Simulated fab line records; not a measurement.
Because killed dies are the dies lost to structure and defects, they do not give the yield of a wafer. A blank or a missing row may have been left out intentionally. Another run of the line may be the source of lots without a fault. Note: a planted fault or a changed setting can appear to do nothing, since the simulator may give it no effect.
Which of the tools did it? :: flow sky130 :: 14 lots, 42 wafers sampled, at 4 steps of a route of 708

WHAT THE GAUGES READ, wafer by wafer
SKY_VIA2_RS_MEAS_22: a four-point-probe measurement. Usual: VIA2_W_RS typically reads 0.2734 ohm/sq, with standard deviation 0.0026.
lot: L721
measured: day 36 07:49
on: film_metro-04
VIA2_W_RS (ohm/sq): 0.2743 0.2730 0.2748
flag: 

lot: L722
measured: day 36 16:19
on: film_metro-03
VIA2_W_RS (ohm/sq): 0.2729 0.2744 0.2715
flag: 

lot: L723
measured: day 37 02:16
on: film_metro-02
VIA2_W_RS (ohm/sq): 0.2686 0.2730 0.2686
flag: 

lot: L724
measured: day 37 11:29
on: film_metro-04
VIA2_W_RS (ohm/sq): 0.2772 0.2769 0.2735
flag: 

lot: L725
measured: day 37 15:19
on: film_metro-04
VIA2_W_RS (ohm/sq): 0.2765 0.2776 0.2778
flag: 

lot: L728
measured: day 38 07:02
on: film_metro-02
VIA2_W_RS (ohm/sq): 0.2718 0.2739 0.2743
flag: 

lot: L730
measured: day 39 00:44
on: film_metro-02
VIA2_W_RS (ohm/sq): 0.2738 0.2734 0.2696
flag: 

lot: L731
measured: day 39 10:02
on: film_metro-02
VIA2_W_RS (ohm/sq): 0.2750 0.2707 0.2734
flag: 

lot: L732
measured: day 39 18:36
on: film_metro-03
VIA2_W_RS (ohm/sq): 0.2701 0.2698 0.2724
flag: 

lot: L739
measured: day 41 19:48
on: film_metro-04
VIA2_W_RS (ohm/sq): 0.2736 0.2739 0.2759
flag: 

lot: L741
measured: day 42 08:02
on: film_metro-04
VIA2_W_RS (ohm/sq): 0.2752 0.2776 0.2739
flag: 

lot: L742
measured: day 42 17:32
on: film_metro-02
VIA2_W_RS (ohm/sq): 0.2718 0.2738 0.2742
flag: 

lot: L743
measured: day 42 20:02
on: film_metro-04
VIA2_W_RS (ohm/sq): 0.2759 0.2753 0.2724
flag: 

lot: L744
measured: day 42 22:50
on: film_metro-04
VIA2_W_RS (ohm/sq): 0.2741 0.2678 0.2743
flag: 

WHAT TOOL EACH LOT RAN ON (gives the tool, then ch and the chambers of the sampled wafers, and finally the start)
lot: L721
SKY_VT_ADJUST_HVTR_EXPOSE_04: iline_stepper-01 ch 0, day 9 04:19
SKY_METAL2_ETCH_18: rie_metal-02 ch 0, day 35 03:25
SKY_VIA2_SPUTTER_20: pvd_sputter-02, day 36 07:36

lot: L722
SKY_VT_ADJUST_HVTR_EXPOSE_04: iline_stepper-01 ch 0, day 9 09:16
SKY_METAL2_ETCH_18: rie_metal-04 ch 0,1, day 35 12:22
SKY_VIA2_SPUTTER_20: pvd_sputter-02, day 36 16:05

lot: L723
SKY_VT_ADJUST_HVTR_EXPOSE_04: iline_stepper-01 ch 0, day 9 16:27
SKY_METAL2_ETCH_18: rie_metal-04 ch 0,1, day 35 22:10
SKY_VIA2_SPUTTER_20: pvd_sputter-01, day 37 02:05

lot: L724
SKY_VT_ADJUST_HVTR_EXPOSE_04: iline_stepper-02 ch 0, day 10 01:20
SKY_METAL2_ETCH_18: rie_metal-02 ch 0,1, day 36 07:05
SKY_VIA2_SPUTTER_20: pvd_sputter-02, day 37 11:17

lot: L725
SKY_VT_ADJUST_HVTR_EXPOSE_04: iline_stepper-01 ch 0, day 10 05:43
SKY_METAL2_ETCH_18: rie_metal-02 ch 0,1, day 36 10:37
SKY_VIA2_SPUTTER_20: pvd_sputter-04, day 37 15:05

lot: L728
SKY_VT_ADJUST_HVTR_EXPOSE_04: iline_stepper-02 ch 0, day 10 23:08
SKY_METAL2_ETCH_18: rie_metal-04 ch 0,1, day 37 03:28
SKY_VIA2_SPUTTER_20: pvd_sputter-04, day 38 06:50

lot: L730
SKY_VT_ADJUST_HVTR_EXPOSE_04: iline_stepper-02 ch 0, day 11 11:09
SKY_METAL2_ETCH_18: rie_metal-03 ch 0,1, day 37 21:10
SKY_VIA2_SPUTTER_20: pvd_sputter-04, day 39 00:32

lot: L731
SKY_VT_ADJUST_HVTR_EXPOSE_04: iline_stepper-02 ch 0, day 11 21:45
SKY_METAL2_ETCH_18: rie_metal-04 ch 0,1, day 38 05:44
SKY_VIA2_SPUTTER_20: pvd_sputter-02, day 39 09:50

lot: L732
SKY_VT_ADJUST_HVTR_EXPOSE_04: iline_stepper-02 ch 0, day 12 05:24
SKY_METAL2_ETCH_18: rie_metal-02 ch 0,1, day 38 15:58
SKY_VIA2_SPUTTER_20: pvd_sputter-01, day 39 18:23

lot: L739
SKY_VT_ADJUST_HVTR_EXPOSE_04: iline_stepper-01 ch 0, day 14 08:39
SKY_METAL2_ETCH_18: rie_metal-02 ch 0,1, day 40 17:40
SKY_VIA2_SPUTTER_20: pvd_sputter-04, day 41 19:35

lot: L741
SKY_VT_ADJUST_HVTR_EXPOSE_04: iline_stepper-01, day 15 06:14
SKY_METAL2_ETCH_18: rie_metal-04 ch 0,1, day 41 05:43
SKY_VIA2_SPUTTER_20: pvd_sputter-01, day 42 07:50

lot: L742
SKY_VT_ADJUST_HVTR_EXPOSE_04: iline_stepper-02, day 15 13:28
SKY_METAL2_ETCH_18: rie_metal-04 ch 0,1, day 41 15:41
SKY_VIA2_SPUTTER_20: pvd_sputter-01, day 42 17:21

lot: L743
SKY_VT_ADJUST_HVTR_EXPOSE_04: iline_stepper-02 ch 0, day 15 14:53
SKY_METAL2_ETCH_18: rie_metal-03 ch 0,1, day 41 17:35
SKY_VIA2_SPUTTER_20: pvd_sputter-04, day 42 19:50

lot: L744
SKY_VT_ADJUST_HVTR_EXPOSE_04: iline_stepper-02 ch 0, day 15 18:16
SKY_METAL2_ETCH_18: rie_metal-02 ch 0,1, day 41 20:40
SKY_VIA2_SPUTTER_20: pvd_sputter-04, day 42 22:37
- SKY_VT_ADJUST_HVTR_EXPOSE_04: exposes mask HVTRM, target cd 380 nm.
- SKY_METAL2_ETCH_18: etches BARC in N2/H2, stops on SiO2, time 45.9 s, target depth 60 nm.
- SKY_VIA2_SPUTTER_20: material TiN, target thk 20 nm, time 80 s.

AS READ BY THE TOOLS THEMSELVES (means over the sampled wafers that have a number; for cases with no such wafer, the mark the record gives instead)
SKY_VT_ADJUST_HVTR_EXPOSE_04. Usual: exposure_dose_mJ_cm2 150.06, standard deviation 0.21; focus_offset_nm 0.0 nm, standard deviation 0.46.
lot: L721
tool: iline_stepper-01
exposure_dose_mJ_cm2: 150.03
focus_offset_nm (nm): -0.3
flag: 

lot: L722
tool: iline_stepper-01
exposure_dose_mJ_cm2: 149.95
focus_offset_nm (nm): 0.1
flag: 

lot: L723
tool: iline_stepper-01
exposure_dose_mJ_cm2: 149.82
focus_offset_nm (nm): -0.1
flag: 

lot: L724
tool: iline_stepper-02
exposure_dose_mJ_cm2: 150.01
focus_offset_nm (nm): 0.0
flag: 

lot: L725
tool: iline_stepper-01
exposure_dose_mJ_cm2: 149.92
focus_offset_nm (nm): -0.3
flag: 

lot: L728
tool: iline_stepper-02
exposure_dose_mJ_cm2: 149.95
focus_offset_nm (nm): -0.5
flag: 

lot: L730
tool: iline_stepper-02
exposure_dose_mJ_cm2: 150.21
focus_offset_nm (nm): 0.5
flag: 

lot: L731
tool: iline_stepper-02
exposure_dose_mJ_cm2: 150.41
focus_offset_nm (nm): -0.2
flag: 

lot: L732
tool: iline_stepper-02
exposure_dose_mJ_cm2: 150.22
focus_offset_nm (nm): -0.0
flag: 

lot: L739
tool: iline_stepper-01
exposure_dose_mJ_cm2: 149.95
focus_offset_nm (nm): -0.2
flag: 

lot: L741
tool: iline_stepper-01
exposure_dose_mJ_cm2: -
focus_offset_nm (nm): -
flag: OFF

lot: L742
tool: iline_stepper-02
exposure_dose_mJ_cm2: -
focus_offset_nm (nm): -
flag: OFF

lot: L743
tool: iline_stepper-02
exposure_dose_mJ_cm2: 150.00
focus_offset_nm (nm): 0.6
flag: 

lot: L744
tool: iline_stepper-02
exposure_dose_mJ_cm2: 150.11
focus_offset_nm (nm): -0.3
flag: 

SKY_METAL2_ETCH_18. Usual: drypump_motor_current_A 5.6 A, standard deviation 0.63; oes_product_au 0.854 a.u., standard deviation 0.0048; throttle_valve_pct 13.225 %, standard deviation 0.0093.
lot: L721
tool: rie_metal-02
drypump_motor_current_A (A): 5.4
oes_product_au (a.u.): 0.861
throttle_valve_pct (%): 13.226
flag: 

lot: L722
tool: rie_metal-04
drypump_motor_current_A (A): 5.7
oes_product_au (a.u.): 0.852
throttle_valve_pct (%): 13.220
flag: 

lot: L723
tool: rie_metal-04
drypump_motor_current_A (A): 5.7
oes_product_au (a.u.): 0.857
throttle_valve_pct (%): 13.223
flag: 

lot: L724
tool: rie_metal-02
drypump_motor_current_A (A): 5.2
oes_product_au (a.u.): 0.857
throttle_valve_pct (%): 13.212
flag: 

lot: L725
tool: rie_metal-02
drypump_motor_current_A (A): 5.0
oes_product_au (a.u.): 0.858
throttle_valve_pct (%): 13.210
flag: 

lot: L728
tool: rie_metal-04
drypump_motor_current_A (A): 6.2
oes_product_au (a.u.): 0.855
throttle_valve_pct (%): 13.223
flag: 

lot: L730
tool: rie_metal-03
drypump_motor_current_A (A): 5.5
oes_product_au (a.u.): 0.854
throttle_valve_pct (%): 13.224
flag: 

lot: L731
tool: rie_metal-04
drypump_motor_current_A (A): 5.7
oes_product_au (a.u.): 0.853
throttle_valve_pct (%): 13.235
flag: 

lot: L732
tool: rie_metal-02
drypump_motor_current_A (A): 5.2
oes_product_au (a.u.): 0.856
throttle_valve_pct (%): 13.231
flag: 

lot: L739
tool: rie_metal-02
drypump_motor_current_A (A): 5.0
oes_product_au (a.u.): 0.853
throttle_valve_pct (%): 13.230
flag: 

lot: L741
tool: rie_metal-04
drypump_motor_current_A (A): 5.7
oes_product_au (a.u.): 0.850
throttle_valve_pct (%): 13.223
flag: 

lot: L742
tool: rie_metal-04
drypump_motor_current_A (A): 6.2
oes_product_au (a.u.): 0.850
throttle_valve_pct (%): 13.229
flag: 

lot: L743
tool: rie_metal-03
drypump_motor_current_A (A): 5.6
oes_product_au (a.u.): 0.854
throttle_valve_pct (%): 13.228
flag: 

lot: L744
tool: rie_metal-02
drypump_motor_current_A (A): 5.2
oes_product_au (a.u.): 0.854
throttle_valve_pct (%): 13.227
flag: 

SKY_VIA2_SPUTTER_20. Usual: throttle_valve_pct reads 29.8 % (standard deviation 1).
lot: L721
tool: pvd_sputter-02
throttle_valve_pct (%): 29.3
flag: 

lot: L722
tool: pvd_sputter-02
throttle_valve_pct (%): 28.7
flag: 

lot: L723
tool: pvd_sputter-01
throttle_valve_pct (%): 29.1
flag: 

lot: L724
tool: pvd_sputter-02
throttle_valve_pct (%): 29.1
flag: 

lot: L725
tool: pvd_sputter-04
throttle_valve_pct (%): 30.9
flag: 

lot: L728
tool: pvd_sputter-04
throttle_valve_pct (%): 30.8
flag: 

lot: L730
tool: pvd_sputter-04
throttle_valve_pct (%): 30.9
flag: 

lot: L731
tool: pvd_sputter-02
throttle_valve_pct (%): 29.2
flag: 

lot: L732
tool: pvd_sputter-01
throttle_valve_pct (%): 29.3
flag: 

lot: L739
tool: pvd_sputter-04
throttle_valve_pct (%): 30.1
flag: 

lot: L741
tool: pvd_sputter-01
throttle_valve_pct (%): 29.2
flag: 

lot: L742
tool: pvd_sputter-01
throttle_valve_pct (%): 29.2
flag: 

lot: L743
tool: pvd_sputter-04
throttle_valve_pct (%): 31.1
flag: 

lot: L744
tool: pvd_sputter-04
throttle_valve_pct (%): 30.1
flag: 

THE ANSWER, worked out from the rows above alone
Rule: take the mean of a lot's wafers that have a number; if it is more than 3 standard deviations from the usual mean, the lot is off. Also off: a lot with no number at a reading for which 4 or more lots have one. All remaining lots with rows at the step are treated as sound. Order of review: gauges by route order, followed by the tools' own readings, for which a lot's mean as printed above is used. At the first step where some lot is off, the reading lying furthest off is the one used; lots without a number count as furthest.
Off: L741, L742, at SKY_VT_ADJUST_HVTR_EXPOSE_04 (exposure_dose_mJ_cm2). Without a number there: L741, L742.
A tool fits if, at that step or a process step before it, it ran every lot that is off, and no sound lot after the first of them. None of those tried fits.

WHAT WAS PUT IN BY THE SIMULATOR
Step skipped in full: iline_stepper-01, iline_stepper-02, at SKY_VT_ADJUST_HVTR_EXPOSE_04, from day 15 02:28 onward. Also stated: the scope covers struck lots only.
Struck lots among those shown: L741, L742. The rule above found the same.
